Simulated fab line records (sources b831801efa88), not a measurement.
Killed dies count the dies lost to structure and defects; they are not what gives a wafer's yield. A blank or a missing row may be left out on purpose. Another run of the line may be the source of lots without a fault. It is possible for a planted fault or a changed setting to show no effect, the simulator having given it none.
Which of the tools did it? + flow gf180mcu + 13 lots with 39 wafers sampled at 4 steps, on a route of 602 steps

WHAT EACH GAUGE READ, for each wafer
GF_HV_LDD_OVL_MEAS_47.
| lot  | measured     | on         | HV_LDD_03_OVL (nm) |
|------|--------------|------------|--------------------|
| L129 | day 12 02:37 | overlay-02 | -2.5 -0.5 -1.8     |
| L130 | day 12 17:40 | overlay-01 | 1.1 1.1 1.2        |
| L131 | day 13 01:31 | overlay-01 | 0.8 1.2 -0.3       |
| L132 | day 13 05:19 | overlay-02 | -1.9 0.4 0.5       |
| L135 | day 14 03:48 | overlay-01 | 0.4 0.5 -1.8       |
| L136 | day 14 22:04 | overlay-02 | -2.6 -1.4 -0.7     |
| L137 | day 15 00:21 | overlay-01 | -1.4 -0.5 -2.1     |
| L138 | day 15 07:04 | overlay-02 | 0.7 0.2 0.2        |
| L141 | day 16 05:36 | overlay-02 | -0.7 0.4 1.6       |
| L145 | day 17 16:13 | overlay-01 | 177.3 175.2 177.8  |
| L146 | day 18 03:15 | overlay-01 | 178.9 178.4 178.3  |
| L147 | day 18 08:04 | overlay-02 | 176.4 176.8 176.9  |
| L148 | day 18 20:22 | overlay-01 | 0.0 -1.6 -1.6      |

GF_HV_LDD_THK_MEAS_57.
| lot  | measured     | on            | HV_LDD_CVD_56_THK (nm) |
|------|--------------|---------------|------------------------|
| L129 | day 12 07:14 | film metro-03 | 90.3 90.2 89.8         |
| L130 | day 12 21:10 | film metro-03 | 91.2 90.1 90.3         |
| L131 | day 13 04:44 | film metro-02 | 89.3 89.5 88.7         |
| L132 | day 13 08:25 | film metro-03 | 88.7 88.8 89.4         |
| L135 | day 14 06:53 | film metro-01 | 90.3 89.4 88.8         |
| L136 | day 15 01:10 | film metro-02 | 88.2 88.9 89.3         |
| L137 | day 15 03:27 | film metro-01 | 88.7 89.4 89.0         |
| L138 | day 15 10:10 | film metro-02 | 89.3 88.7 89.6         |
| L141 | day 16 12:54 | film metro-01 | 89.9 89.7 89.0         |
| L145 | day 17 19:22 | film metro-03 | 88.7 88.8 89.3         |
| L146 | day 18 06:22 | film metro-03 | 89.3 89.3 88.9         |
| L147 | day 18 12:32 | film metro-01 | 89.8 89.9 90.6         |
| L148 | day 18 23:28 | film metro-03 | 88.8 88.7 89.4         |

GF_NSD_TW_MEAS_12.
| lot  | measured     | on            | NSD_TW         |
|------|--------------|---------------|----------------|
| L129 | day 13 03:41 | film metro-03 | 4265 4281 4305 |
| L130 | day 13 18:01 | film metro-03 | 4330 4308 4284 |
| L131 | day 14 02:04 | film metro-04 | 4238 4208 4260 |
| L132 | day 14 04:55 | film metro-01 | 4258 4254 4259 |
| L135 | day 15 04:29 | film metro-03 | 4278 4284 4278 |
| L136 | day 15 22:51 | film metro-01 | 4288 4268 4271 |
| L137 | day 16 01:14 | film metro-04 | 4217 4231 4212 |
| L138 | day 16 07:38 | film metro-03 | 4290 4280 4295 |
| L141 | day 17 11:18 | film metro-04 | 4197 4230 4231 |
| L145 | day 18 19:13 | film metro-04 | 4257 4266 4252 |
| L146 | day 19 06:16 | film metro-01 | 4209 4212 4220 |
| L147 | day 19 13:05 | film metro-03 | 4255 4274 4273 |
| L148 | day 19 22:53 | film metro-04 | 4241 4233 4225 |

TOOL THAT RAN EACH LOT (tool first, then ch and the chambers of the sampled wafers, then the start)
| lot  | GF_HV_LDD_EXPOSE_43                 |
|------|-------------------------------------|
| L129 | iline stepper-01 ch 0, day 11 16:46 |
| L130 | iline stepper-02 ch 0, day 12 08:29 |
| L131 | iline stepper-02 ch 0, day 12 15:10 |
| L132 | iline stepper-02 ch 0, day 12 19:33 |
| L135 | iline stepper-01 ch 0, day 13 17:38 |
| L136 | iline stepper-02 ch 0, day 14 11:14 |
| L137 | iline stepper-01 ch 0, day 14 13:26 |
| L138 | iline stepper-01 ch 0, day 14 20:29 |
| L141 | iline stepper-01 ch 0, day 15 18:53 |
| L145 | iline stepper-02 ch 0, day 17 04:41 |
| L146 | iline stepper-02 ch 0, day 17 16:00 |
| L147 | iline stepper-02 ch 0, day 17 20:53 |
| L148 | iline stepper-01 ch 0, day 18 08:31 |
- GF_HV_LDD_EXPOSE_43: exposes mask Pplus HV AREA, target cd 400 nm.

AS READ BY THE TOOLS THEMSELVES (means over the sampled wafers that have a number; for cases with no such wafer, the mark the record gives instead)
GF_HV_LDD_EXPOSE_43.
| lot  | tool             | stage vel mm s (mm/s) |
|------|------------------|-----------------------|
| L129 | iline stepper-01 | 500.27                |
| L130 | iline stepper-02 | 500.11                |
| L131 | iline stepper-02 | 500.07                |
| L132 | iline stepper-02 | 500.06                |
| L135 | iline stepper-01 | 500.23                |
| L136 | iline stepper-02 | 500.22                |
| L137 | iline stepper-01 | 499.97                |
| L138 | iline stepper-01 | 500.12                |
| L141 | iline stepper-01 | 499.88                |
| L145 | iline stepper-02 | 499.94                |
| L146 | iline stepper-02 | 500.17                |
| L147 | iline stepper-02 | 500.01                |
| L148 | iline stepper-01 | 499.92                |

THE ANSWER, worked out from the rows above alone
Rule: the usual values come from the lots themselves. Put in order of their means at a reading, lots are off if they are a third of the lots or fewer, leave a main group of 4 or more, and stand apart from it by a gap of 3 or more times the standard deviation of the main group's means; of several such gaps the widest counts. Not used: any main group whose means are identical at the precision the tables above print for the reading. A lot without any number at a reading at which 4 lots or more have one is off too. Any other lot the step has rows for is counted as sound. The gauges are gone through in route order, then the tools' own readings, and for those a lot's mean is taken as printed above. The first step at which some lot is off is used, and at that step the reading that is off furthest; a lot without a number counts as furthest.
Off: L145, L146, L147, at GF_HV_LDD_OVL_MEAS_47 (HV_LDD_03_OVL). For the main group the mean is -0.4 nm and the standard deviation 0.93.
A tool fits if, at a process step before that reading, it ran every lot that is off, and no sound lot after the first of them. Gauges at GF_HV_LDD_OVL_MEAS_47: tried the same way as those tools. One fits: iline stepper-02 at GF_HV_LDD_EXPOSE_43. Its last sound lot is L136 (day 14 11:14), its first lot that is off L145 (day 17 04:41): a fault that began between those two fits.

WHAT WAS PUT IN BY THE SIMULATOR
Scanner matching overlay: iline stepper-02, from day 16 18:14 on, at GF_HV_LDD_EXPOSE_43. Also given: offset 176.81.
Shown lots that were struck: L145, L146, L147. The rule given above showed the same thing.
